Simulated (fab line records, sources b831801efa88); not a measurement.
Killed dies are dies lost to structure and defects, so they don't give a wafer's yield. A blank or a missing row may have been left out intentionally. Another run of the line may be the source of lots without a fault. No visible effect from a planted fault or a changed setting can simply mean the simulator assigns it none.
Struck lot and sound lot, side by side :: flow sky130 :: 13 out of 708 route steps
Sound: the wafers L924.1, L924.2, L924.6. The struck wafers were L942.3, L942.5, L942.6. The cause is given at the end.
At each step with rows: each side's tool, then ch and its chambers, then its first start. Under that, the readings that differ: sound wafers :: struck wafers :: difference of the means :: sigmas: that difference in standard deviations of wafers without a fault.
alike: readings with means less than 2 such deviations apart, plus words and numbers identical on both sides. not compared: withheld readings, readings lacking a value on some wafer, bounds such as >300 that could conceal the same value, and numbers that have no deviation in the record and whose values overlap.
A row with sigmas, a row that says differs or no value, or rows on one side alone: a step with any of these is where the two part. Numbers that don't overlap but have no deviation are shown without sigmas and don't part them. A reading that every wafer of one side lacks parts them only if that side has two wafers or more.

first, 3 steps without rows for these wafers: SKY_FIELD_ISO_EXPOSE_10 (exposes mask FOM, target cd 150 nm); SKY_FIELD_ISO_PEB_11; SKY_FIELD_ISO_DEVELOP_12 (develop time 60 s).
SKY_FIELD_ISO_CD_MEAS_13: target cd 150 nm.
  sound on cd_sem-02, day 2 20:18; struck on cd_sem-01, day 6 18:04
  alike: cd_nm
SKY_FIELD_ISO_ETCH_14: etches BARC in N2/H2, stops on SiO2, time 46.75 s, target depth 60 nm.
  sound on rie_diel-01 ch 0,3, day 2 20:25; struck on rie_diel-02 ch 1,2,3, day 6 18:09
  alike: drypump_motor_current_A, oes_product_au, throttle_valve_pct
  not compared: rf_hours_counter_h
SKY_FIELD_ISO_ETCH_15: etches the open film in CHF3/O2, stops on Si, target depth 180 nm, time 72 s.
  sound on rie_diel-01 ch 0,3, day 2 20:28; struck on rie_diel-02 ch 1,2,3, day 6 18:11
  alike: drypump_motor_current_A, oes_product_au, throttle_valve_pct
  not compared: rf_hours_counter_h
SKY_FIELD_ISO_STRIP_16: strips in O2/N2.
  sound on plasma_asher-02 ch 0,1, day 2 20:31; struck on plasma_asher-01 ch 0,1, day 6 18:17
  alike: drypump_motor_current_A, oes_product_au, strip_time_to_endpoint_s
  not compared: rf_hours_counter_h
SKY_FIELD_ISO_ETCH_17: etches Si in HBr/Cl2/O2, target depth 342 nm, time 97.7 s.
  sound on rie_si-01 ch 0,2,3, day 2 20:37; struck on rie_si-02 ch 0,3, day 6 18:21
  alike: drypump_motor_current_A, oes_product_au, throttle_valve_pct
  not compared: rf_hours_counter_h
then, 4 steps without rows for these wafers: SKY_FIELD_ISO_WET_ETCH_18 (etches Si3N4 in H3PO4, target depth 25 nm, time 286 s); SKY_FIELD_ISO_CLEAN_19 (cleans in SC1/SC2, time 150 s); SKY_FIELD_ISO_CLEAN_20 (cleans in dHF, time 20 s); SKY_FIELD_ISO_WET_ETCH_21 (etches SiO2 in dHF, target depth 20 nm, time 400 s).
SKY_FIELD_ISO_OXIDATION_22: stabilise 600 s, purge 300 s, target thk 10 nm.
  struck on furnace-01, day 6 20:26; sound on furnace-02 ch 0, day 3 00:26
  no value came back on the struck wafers for any of 5 readings (ox_temp_c (C), ox_temp_c_max and others); on the sound wafers ox_temp_c (C) reads 949.6 949.3 949.5

## WHERE THEY PART
At SKY_FIELD_ISO_OXIDATION_22 and nowhere else, as far as this record goes.

WHY: what the simulator had put in
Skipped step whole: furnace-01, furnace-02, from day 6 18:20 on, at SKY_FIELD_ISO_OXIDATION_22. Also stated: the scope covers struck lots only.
